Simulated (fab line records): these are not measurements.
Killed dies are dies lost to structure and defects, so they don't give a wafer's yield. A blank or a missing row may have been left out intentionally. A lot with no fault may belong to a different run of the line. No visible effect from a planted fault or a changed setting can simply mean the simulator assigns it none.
Which tool did it? + flow sky130 + Sampling: 10 lots, 30 wafers, 5 of 708 route steps

WHAT THE GAUGES SHOWED, per wafer
SKY_LOCAL_INTERCONNECT_RS_MEAS_01: uses a four-point probe to measure. Usual: LOCAL_INTERCONNECT_TIN_RS typically reads 14.12 ohm/sq, with standard deviation 0.16.
| lot  | measured     | on            | LOCAL_INTERCONNECT_TIN_RS (ohm/sq) | flag |
|------|--------------|---------------|------------------------------------|------|
| L643 | day 28 19:18 | film metro-04 | 14.16 14.09 14.02                  |      |
| L645 | day 30 00:14 | film metro-04 | 14.12 13.98 14.00                  |      |
| L650 | day 32 02:44 | film metro-03 | 11.54 11.62 11.50                  | OFF  |
| L653 | day 33 01:07 | film metro-03 | 11.43 11.46 11.48                  | OFF  |
| L654 | day 33 03:31 | film metro-02 | 11.67 11.71 11.62                  | OFF  |
| L656 | day 33 19:23 | film metro-03 | 14.11 14.04 14.19                  |      |
| L657 | day 34 01:12 | film metro-04 | 14.11 13.90 13.78                  |      |
| L660 | day 34 22:38 | film metro-04 | 14.17 13.99 13.96                  |      |
| L661 | day 35 07:17 | film metro-03 | 14.25 14.50 14.37                  |      |
| L664 | day 35 21:26 | film metro-02 | 14.19 14.37 14.12                  |      |

SKY_LOCAL_INTERCONNECT_THK_MEAS_02: measures by xrf. Usual: LOCAL_INTERCONNECT_TIN_THK typically reads 98.9 nm, with standard deviation 1.2.
| lot  | measured     | on            | LOCAL_INTERCONNECT_TIN_THK (nm) | flag |
|------|--------------|---------------|---------------------------------|------|
| L643 | day 28 19:25 | film metro-04 | 98.9 100.0 100.0                |      |
| L645 | day 30 00:22 | film metro-04 | 99.0 100.0 99.8                 |      |
| L650 | day 32 02:49 | film metro-03 | 119.9 119.3 120.2               | OFF  |
| L653 | day 33 01:13 | film metro-03 | 120.1 120.1 119.6               | OFF  |
| L654 | day 33 03:38 | film metro-02 | 119.0 118.5 119.0               | OFF  |
| L656 | day 33 19:30 | film metro-03 | 98.1 98.2 97.7                  |      |
| L657 | day 34 01:19 | film metro-04 | 98.8 100.8 101.5                |      |
| L660 | day 34 22:45 | film metro-04 | 98.5 100.1 99.8                 |      |
| L661 | day 35 07:23 | film metro-03 | 97.2 95.9 96.1                  |      |
| L664 | day 35 21:32 | film metro-02 | 99.2 98.1 99.6                  |      |

TOOL THAT RAN EACH LOT (tool first, then ch and the chambers of the sampled wafers, then the start)
| lot  | SKY_POLY_CUT_ETCH_10               | SKY_LI_CONTACT_ETCH_15             | SKY_LOCAL_INTERCONNECT_SPUTTER_00 |
|------|------------------------------------|------------------------------------|-----------------------------------|
| L643 | rie diel-04 ch 0,1,3, day 23 20:44 | rie diel-03 ch 1,2,3, day 28 18:06 | pvd sputter-03, day 28 19:14      |
| L645 | rie diel-04 ch 0,1,2, day 25 03:56 | rie diel-01 ch 1,2,3, day 29 23:01 | pvd sputter-01, day 30 00:11      |
| L650 | rie diel-02 ch 1,2, day 27 07:19   | rie diel-04 ch 0,3, day 32 01:28   | pvd sputter-01, day 32 02:37      |
| L653 | rie diel-04 ch 1,2, day 28 05:32   | rie diel-03 ch 0,1,2, day 32 23:52 | pvd sputter-01, day 33 01:01      |
| L654 | rie diel-04 ch 1,2,3, day 28 08:29 | rie diel-04 ch 0,1,2, day 33 02:19 | pvd sputter-01, day 33 03:28      |
| L656 | rie diel-04 ch 1,2, day 29 00:55   | rie diel-01 ch 0,1,2, day 33 18:01 | pvd sputter-03, day 33 19:19      |
| L657 | rie diel-02 ch 1,2,3, day 29 08:28 | rie diel-04 ch 0,1,3, day 34 00:00 | pvd sputter-02, day 34 01:08      |
| L660 | rie diel-01 ch 0,1,2, day 30 06:17 | rie diel-01 ch 1,2,3, day 34 21:15 | pvd sputter-03, day 34 22:34      |
| L661 | rie diel-02 ch 1,3, day 30 15:52   | rie diel-01 ch 1,3, day 35 06:04   | pvd sputter-02, day 35 07:11      |
| L664 | rie diel-01 ch 0,1,3, day 31 07:01 | rie diel-01 ch 0,2,3, day 35 20:12 | pvd sputter-01, day 35 21:19      |
- SKY_POLY_CUT_ETCH_10: etches BARC in N2/H2, stops on SiO2, time 45.9 s, target depth 60 nm.
- SKY_LI_CONTACT_ETCH_15: etches PSG in C4F8/O2/Ar, stops on Si, target depth 600 nm.
- SKY_LOCAL_INTERCONNECT_SPUTTER_00: material TiN, target thk 100 nm, time 83.3 s.

AS READ BY THE TOOLS THEMSELVES (means over the sampled wafers that have a number; for cases with no such wafer, the mark the record gives instead)
SKY_POLY_CUT_ETCH_10. Usual: drypump motor current A 5.9 A, standard deviation 0.39; oes product au 0.855 a.u., standard deviation 0.0048; throttle valve pct 13.224 %, standard deviation 0.0089.
| lot  | tool        | drypump motor current A (A) | oes product au (a.u.) | throttle valve pct (%) | flag |
|------|-------------|-----------------------------|-----------------------|------------------------|------|
| L643 | rie diel-04 | 6.0                         | 0.852                 | 13.227                 |      |
| L645 | rie diel-04 | 6.2                         | 0.854                 | 13.212                 |      |
| L650 | rie diel-02 | 5.8                         | 0.849                 | 13.230                 |      |
| L653 | rie diel-04 | 6.4                         | 0.852                 | 13.222                 |      |
| L654 | rie diel-04 | 6.2                         | 0.853                 | 13.230                 |      |
| L656 | rie diel-04 | 6.6                         | 0.854                 | 13.222                 |      |
| L657 | rie diel-02 | 5.8                         | 0.855                 | 13.226                 |      |
| L660 | rie diel-01 | 6.0                         | 0.852                 | 13.220                 |      |
| L661 | rie diel-02 | 5.8                         | 0.861                 | 13.235                 |      |
| L664 | rie diel-01 | 5.9                         | 0.856                 | 13.231                 |      |

SKY_LI_CONTACT_ETCH_15. Usual: oes product au reads 0.837 a.u. (standard deviation 0.0047).
| lot  | tool        | oes product au (a.u.) | flag |
|------|-------------|-----------------------|------|
| L643 | rie diel-03 | 0.842                 |      |
| L645 | rie diel-01 | 0.841                 |      |
| L650 | rie diel-04 | 0.830                 |      |
| L653 | rie diel-03 | 0.833                 |      |
| L654 | rie diel-04 | 0.833                 |      |
| L656 | rie diel-01 | 0.834                 |      |
| L657 | rie diel-04 | 0.834                 |      |
| L660 | rie diel-01 | 0.840                 |      |
| L661 | rie diel-01 | 0.840                 |      |
| L664 | rie diel-01 | 0.836                 |      |

SKY_LOCAL_INTERCONNECT_SPUTTER_00. Usual: substrate temp c 299.99 C, standard deviation 0.2; susceptor temp C 299.99 C, standard deviation 0.19; throttle valve pct 29.9 %, standard deviation 1.
| lot  | tool           | substrate temp c (C) | susceptor temp C (C) | throttle valve pct (%) | flag |
|------|----------------|----------------------|----------------------|------------------------|------|
| L643 | pvd sputter-03 | 299.69               | 299.88               | 30.3                   |      |
| L645 | pvd sputter-01 | 299.90               | 300.11               | 31.0                   |      |
| L650 | pvd sputter-01 | 300.09               | 299.88               | 30.8                   |      |
| L653 | pvd sputter-01 | 299.85               | 299.88               | 31.1                   |      |
| L654 | pvd sputter-01 | 300.01               | 299.94               | 30.5                   |      |
| L656 | pvd sputter-03 | 300.09               | 300.21               | 30.6                   |      |
| L657 | pvd sputter-02 | 299.93               | 299.86               | 28.8                   |      |
| L660 | pvd sputter-03 | 299.85               | 300.07               | 29.9                   |      |
| L661 | pvd sputter-02 | 300.12               | 300.01               | 28.4                   |      |
| L664 | pvd sputter-01 | 299.96               | 300.10               | 31.0                   |      |

THE ANSWER, worked out from the rows above alone
Rule: take the mean of a lot's wafers that have a number; if it is more than 3 standard deviations from the usual mean, the lot is off. A lot without any number at a reading at which 4 lots or more have one is off too. Where the step has rows for the other lots, those lots are counted as sound. Order of review: gauges by route order, followed by the tools' own readings, for which a lot's mean as printed above is used. At the first step where some lot is off, the reading lying furthest off is the one used; lots without a number count as furthest.
Off: at SKY_LOCAL_INTERCONNECT_RS_MEAS_01 (LOCAL_INTERCONNECT_TIN_RS), L650, L653, L654.
A tool fits if, at a process step before that reading, it ran every lot that is off, and no sound lot after the first of them. Those tools and the gauges at SKY_LOCAL_INTERCONNECT_RS_MEAS_01 are tried in the same way. Of those tried, none fits.

WHAT THE SIMULATOR PUT IN
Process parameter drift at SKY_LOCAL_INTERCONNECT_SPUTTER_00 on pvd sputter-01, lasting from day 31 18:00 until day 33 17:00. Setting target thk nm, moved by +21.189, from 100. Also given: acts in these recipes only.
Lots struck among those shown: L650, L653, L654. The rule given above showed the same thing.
